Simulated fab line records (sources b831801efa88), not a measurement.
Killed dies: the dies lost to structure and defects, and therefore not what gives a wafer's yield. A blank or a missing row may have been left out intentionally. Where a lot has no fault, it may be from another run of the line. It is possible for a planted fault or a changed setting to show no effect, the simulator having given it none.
fab line records ; flow gf180mcu
record lots=15; wafers=45; last-day=34
route steps=602 shown V5@562 TOP_METAL@570 PASSIVATION@589
lots with no fault: from the same line, run without faults
start-h: hours from the record's first day to the start of the lot's first wafer shown ; wait-h: hours from the lot's prior step to this one ; " identical to the entry in the row above ; L1.1+2: a single row standing in for several wafers ; - value missing, or start not given ; * or withheld: withheld ; < > ~ a bound
route shown NAME@n: names a module that has steps shown in the file, with the first one's number in the route ; usual: mean and standard deviation over wafers with no fault ; same: alike in all rows ; chamber/n: place in a boat ; sites: each site's reading ; _std_site: the standard deviation of these ; _edge_site: outer sites' mean less inner sites' ; radius-mm: how far each site lies from the wafer's centre ; mask NAME#n: copy n ; behind: the most recent tool/chamber to have shaped the wafer ; hold: why the lot was held/for how many hours/how that ended ; device: the transistor (n, p or np) that didn't switch ; end of line: the tests these same wafers got at the end of their route ; a step without rows: its recipe alone ; killed: dies that structure and defects cost at the first sort, which is not the same as the wafer's yield ; map: the dies of a wafer, with x for killed, . for not killed, _ for no die there
set.NAME: the setting the step ran with; set.NAME@STEP: the setting that earlier step ran with ; model.NAME: the simulator's own value behind a step, which no gauge read
the route's steps for a sample of lots (tables are steps, rows are wafers)
services: when a tool's chamber went out of use (start-h, in hours from the record's first day, below 0 if earlier), for how many hours, and the reason
## steps
# step GF_V5_SPUTTER_22
# recipe material=TiN; target-thk-nm=10; chamber-pressure-pa=5; power-w=4000; time-s=40
# usual throttle-valve-pct=30.3/0.8
lot.wafer;tool;chamber;start-h;wait-h;throttle-valve-pct
L820.2;pvd-sputter-03;-;634.89;0.0;30.9
L820.3;pvd-sputter-03;-;634.89;0.0;30.1
L820.5;pvd-sputter-03;-;634.89;0.0;29.9
L821.4;pvd-sputter-03;-;638.76;0.0;31.2
L821.5;pvd-sputter-03;-;638.76;0.0;29.6
L821.6;pvd-sputter-03;-;638.76;0.0;30.0
L823.1;pvd-sputter-02;-;657.95;0.0;31.9
L823.3;pvd-sputter-02;-;657.95;0.0;29.9
L823.5;pvd-sputter-02;-;657.95;0.0;32.1
L824.1;pvd-sputter-02;-;669.73;0.0;31.0
L824.3;pvd-sputter-02;-;669.73;0.0;30.5
L824.6;pvd-sputter-02;-;669.73;0.0;30.4
L826.2;pvd-sputter-03;-;678.09;0.0;30.2
L826.3;pvd-sputter-03;-;678.09;0.0;31.0
L826.6;pvd-sputter-03;-;678.09;0.0;31.0
L831.1;pvd-sputter-03;-;711.60;0.0;29.9
L831.2;pvd-sputter-03;-;711.60;0.0;29.5
L831.5;pvd-sputter-03;-;711.60;0.0;31.2
L833.1;pvd-sputter-01;-;727.95;0.0;28.8
L833.5;pvd-sputter-01;-;727.95;0.0;29.8
L833.6;pvd-sputter-01;-;727.95;0.0;29.0
L834.1;pvd-sputter-02;-;729.85;0.0;32.1
L834.2;pvd-sputter-02;-;729.85;0.0;30.3
L834.6;pvd-sputter-02;-;729.85;0.0;29.8
L835.1;pvd-sputter-03;-;734.24;0.0;29.5
L835.2;pvd-sputter-03;-;734.24;0.0;30.0
L835.6;pvd-sputter-03;-;734.24;0.0;30.0
L836.4;pvd-sputter-01;-;757.65;0.0;29.3
L836.5;pvd-sputter-01;-;757.65;0.0;29.1
L836.6;pvd-sputter-01;-;757.65;0.0;29.7
L837.1;pvd-sputter-03;-;757.79;0.0;30.9
L837.2;pvd-sputter-03;-;757.79;0.0;29.7
L837.4;pvd-sputter-03;-;757.79;0.0;29.8
L838.3;pvd-sputter-01;-;762.10;0.0;29.7
L838.5;pvd-sputter-01;-;762.10;0.0;30.9
L838.6;pvd-sputter-01;-;762.10;0.0;29.4
L840.1;pvd-sputter-02;-;765.20;0.0;29.6
L840.4;pvd-sputter-02;-;765.20;0.0;30.3
L840.6;pvd-sputter-02;-;765.20;0.0;30.9
L841.1;pvd-sputter-02;-;778.40;0.0;31.9
L841.2;pvd-sputter-02;-;778.40;0.0;30.7
L841.6;pvd-sputter-02;-;778.40;0.0;30.7
L842.1;pvd-sputter-02;-;787.50;0.0;31.0
L842.2;pvd-sputter-02;-;787.50;0.0;29.8
L842.4;pvd-sputter-02;-;787.50;0.0;31.7
# step GF_TOP_METAL_SPUTTER_03
# recipe material=Ti; target-thk-nm=5; substrate-temp-c=300; chamber-pressure-pa=0.3; power-w=3000; time-s=3.3
# usual throttle-valve-pct=29.8/0.87
lot.wafer;tool;chamber;start-h;wait-h;throttle-valve-pct
L820.2;pvd-sputter-01;-;635.84;0.0;28.9
L820.3;pvd-sputter-01;-;635.84;0.0;29.5
L820.5;pvd-sputter-01;-;635.84;0.0;29.1
L821.4;pvd-sputter-01;-;639.84;0.0;31.1
L821.5;pvd-sputter-01;-;639.84;0.0;29.6
L821.6;pvd-sputter-01;-;639.84;0.0;29.5
L823.1;pvd-sputter-04;-;658.75;0.0;27.7
L823.3;pvd-sputter-04;-;658.75;0.0;28.5
L823.5;pvd-sputter-04;-;658.75;0.0;28.6
L824.1;pvd-sputter-04;-;670.57;0.0;31.0
L824.3;pvd-sputter-04;-;670.57;0.0;30.0
L824.6;pvd-sputter-04;-;670.57;0.0;28.5
L826.2;pvd-sputter-03;-;678.90;0.0;30.1
L826.3;pvd-sputter-03;-;678.90;0.0;31.0
L826.6;pvd-sputter-03;-;678.90;0.0;29.9
L831.1;pvd-sputter-04;-;712.41;0.0;28.4
L831.2;pvd-sputter-04;-;712.41;0.0;27.6
L831.5;pvd-sputter-04;-;712.41;0.0;27.4
L833.1;pvd-sputter-03;-;728.76;0.0;30.9
L833.5;pvd-sputter-03;-;728.76;0.0;31.0
L833.6;pvd-sputter-03;-;728.76;0.0;29.9
L834.1;pvd-sputter-03;-;730.66;0.0;30.1
L834.2;pvd-sputter-03;-;730.66;0.0;30.0
L834.6;pvd-sputter-03;-;730.66;0.0;29.9
L835.1;pvd-sputter-03;-;735.04;0.0;30.8
L835.2;pvd-sputter-03;-;735.04;0.0;29.8
L835.6;pvd-sputter-03;-;735.04;0.0;31.0
L836.4;pvd-sputter-03;-;758.57;0.0;30.9
L836.5;pvd-sputter-03;-;758.57;0.0;29.7
L836.6;pvd-sputter-03;-;758.57;0.0;30.0
L837.1;pvd-sputter-01;-;758.86;0.0;29.3
L837.2;pvd-sputter-01;-;758.86;0.0;30.7
L837.4;pvd-sputter-01;-;758.86;0.0;28.8
L838.3;pvd-sputter-03;-;762.91;0.0;29.7
L838.5;pvd-sputter-03;-;762.91;0.0;30.1
L838.6;pvd-sputter-03;-;762.91;0.0;29.8
L840.1;pvd-sputter-04;-;766.01;0.0;27.5
L840.4;pvd-sputter-04;-;766.01;0.0;30.9
L840.6;pvd-sputter-04;-;766.01;0.0;27.5
L841.1;pvd-sputter-01;-;779.21;0.0;29.2
L841.2;pvd-sputter-01;-;779.21;0.0;29.5
L841.6;pvd-sputter-01;-;779.21;0.0;30.8
L842.1;pvd-sputter-01;-;788.30;0.0;29.2
L842.2;pvd-sputter-01;-;788.30;0.0;30.8
L842.4;pvd-sputter-01;-;788.30;0.0;29.1
# step GF_TOP_METAL_DEVELOP_13
# recipe develop-time-s=60; dev-temp-c=23
# usual chill-plate-temp-C=23.00/0.1; develop-time-s=60/0
lot.wafer;tool;chamber;start-h;wait-h;chill-plate-temp-C;develop-time-s
L820.2;litho-track-03;0;655.61;0.1;22.93;60
L820.3;litho-track-03;0;655.61;0.1;22.99;60
L820.5;litho-track-03;0;655.61;0.1;22.94;60
L821.4;litho-track-01;0;658.58;0.1;23.04;60
L821.5;litho-track-01;0;658.58;0.1;23.17;60
L821.6;litho-track-01;0;658.58;0.1;22.81;60
L823.1;litho-track-01;0;677.60;0.1;23.08;60
L823.3;litho-track-01;0;677.60;0.1;23.13;60
L823.5;litho-track-01;0;677.60;0.1;23.09;60
L824.1;litho-track-01;0;688.95;0.1;23.15;60
L824.3;litho-track-01;0;688.95;0.1;23.11;60
L824.6;litho-track-01;0;688.95;0.1;23.00;60
L826.2;litho-track-01;0;697.73;0.1;23.03;60
L826.3;litho-track-01;0;697.73;0.1;23.11;60
L826.6;litho-track-01;0;697.73;0.1;23.20;60
L831.1;litho-track-01;0;729.25;0.1;22.84;60
L831.2;litho-track-01;0;729.25;0.1;22.95;60
L831.5;litho-track-01;0;729.25;0.1;22.97;60
L833.1;litho-track-01;-;746.00;0.1;-;-
L833.5;litho-track-01;-;746.00;0.1;-;-
L833.6;litho-track-01;-;746.00;0.1;-;-
L834.1;litho-track-02;-;747.00;0.1;-;-
L834.2;litho-track-02;-;747.00;0.1;-;-
L834.6;litho-track-02;-;747.00;0.1;-;-
L835.1;litho-track-03;-;750.99;0.1;-;-
L835.2;litho-track-03;-;750.99;0.1;-;-
L835.6;litho-track-03;-;750.99;0.1;-;-
L836.4;litho-track-02;0;774.28;0.1;23.08;60
L836.5;litho-track-02;0;774.28;0.1;22.89;60
L836.6;litho-track-02;0;774.28;0.1;23.08;60
L837.1;litho-track-03;0;774.59;0.1;22.95;60
L837.2;litho-track-03;0;774.59;0.1;23.11;60
L837.4;litho-track-03;0;774.59;0.1;22.99;60
L838.3;litho-track-02;0;777.50;0.1;23.15;60
L838.5;litho-track-02;0;777.50;0.1;22.92;60
L838.6;litho-track-02;0;777.50;0.1;23.05;60
L840.1;litho-track-02;0;780.35;0.1;23.01;60
L840.4;litho-track-02;0;780.35;0.1;23.00;60
L840.6;litho-track-02;0;780.35;0.1;23.01;60
L841.1;litho-track-01;0;794.45;0.1;23.06;60
L841.2;litho-track-01;0;794.45;0.1;22.94;60
L841.6;litho-track-01;0;794.45;0.1;22.99;60
L842.1;litho-track-02;0;803.30;0.1;22.92;60
L842.2;litho-track-02;0;803.30;0.1;22.93;60
L842.4;litho-track-02;0;803.30;0.1;23.00;60
# step GF_PASSIVATION_CVD_02
# recipe material=Si3N4; target-thk-nm=700; time-s=486.18; temp-c=400; rf-w=450
# usual heater-power-outer-w=414/56; heater-power-w=693/72
lot.wafer;tool;chamber;start-h;wait-h;heater-power-outer-w;heater-power-w
L820.2;pecvd-04;0;656.74;0.0;445;684
L820.3;pecvd-04;1;656.74;0.0;469;786
L820.5;pecvd-04;2;656.74;0.0;308;530
L821.4;pecvd-03;1;659.81;0.2;461;757
L821.5;pecvd-03;0;659.81;0.2;381;659
L821.6;pecvd-03;2;659.81;0.2;390;727
L823.1;pecvd-01;1;678.82;0.1;439;736
L823.3;pecvd-01;2;678.82;0.1;399;657
L823.5;pecvd-01;1;678.82;0.1;461;768
L824.1;pecvd-03;0;690.31;0.1;450;743
L824.3;pecvd-03;1;690.31;0.1;408;696
L824.6;pecvd-03;2;690.31;0.1;350;682
L826.2;pecvd-01;0;699.03;0.0;517;844
L826.3;pecvd-01;2;699.03;0.0;359;601
L826.6;pecvd-01;1;699.03;0.0;469;757
L831.1;pecvd-04;2;730.40;0.1;390;655
L831.2;pecvd-04;0;730.40;0.1;489;739
L831.5;pecvd-04;0;730.40;0.1;383;615
L836.4;pecvd-04;1;775.50;0.2;471;787
L836.5;pecvd-04;0;775.50;0.2;465;718
L836.6;pecvd-04;2;775.50;0.2;353;620
L837.1;pecvd-04;2;775.74;0.1;376;618
L837.2;pecvd-04;1;775.74;0.1;451;728
L837.4;pecvd-04;1;775.74;0.1;479;762
L838.3;pecvd-01;2;778.64;0.0;408;660
L838.5;pecvd-01;1;778.64;0.0;358;641
L838.6;pecvd-01;0;778.64;0.0;402;698
L840.1;pecvd-03;0;781.54;0.1;434;740
L840.4;pecvd-03;0;781.54;0.1;450;747
L840.6;pecvd-03;1;781.54;0.1;421;698
L841.1;pecvd-03;1;795.60;0.1;468;748
L841.2;pecvd-03;0;795.60;0.1;427;721
L841.6;pecvd-03;2;795.60;0.1;404;717
L842.1;pecvd-03;1;804.47;0.1;438;727
L842.2;pecvd-03;0;804.47;0.1;382;642
L842.4;pecvd-03;2;804.47;0.1;370;691
## services
tool;chamber;start-h;hours;kind
pecvd-01;-;615.35;2.4;repair
pvd-sputter-02;-;622.09;5.3;repair
pecvd-04;-;625.78;2.6;repair
pvd-sputter-01;-;626.05;3.0;repair
pecvd-04;-;628.33;0.8;pm
pvd-sputter-04;-;665.72;1.5;repair
pvd-sputter-04;-;678.08;4.6;repair
pvd-sputter-04;-;717.31;0.8;repair
pecvd-03;-;718.03;2.8;pm
pvd-sputter-01;-;730.43;13.4;repair
pvd-sputter-02;-;751.58;5.3;repair
## key
first-sign step=GF_TOP_METAL_DEVELOP_13; reading=tool-record; direction=missing
effect none on later readings
met-at GF_TOP_METAL_DEVELOP_13
struck-lots L833,L834,L835
later-rows-left-out L833.1,L833.5,L833.6,L834.1,L834.2,L834.6,L835.1,L835.2,L835.6
sort-left-out L833.1,L833.5,L833.6,L834.1,L834.2,L834.6,L835.1,L835.2,L835.6
not-acting-at GF_V5_SPUTTER_22,GF_TOP_METAL_SPUTTER_03,GF_PASSIVATION_CVD_02
onset-between 729.25 746.00
fault kind=skipped-step-whole; tool=litho-track-01,litho-track-02,litho-track-03; chamber=-; onset-h=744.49; steps=GF_TOP_METAL_DEVELOP_13; scope=struck-lots-only
# sort-left-out: the simulated sort isn't trusted on such a fault, so these wafers' sort isn't shown, and their yield isn't known
# later-rows-left-out: the simulator's readings of these wafers behind a module that went badly wrong aren't trusted and aren't shown, but for the sort
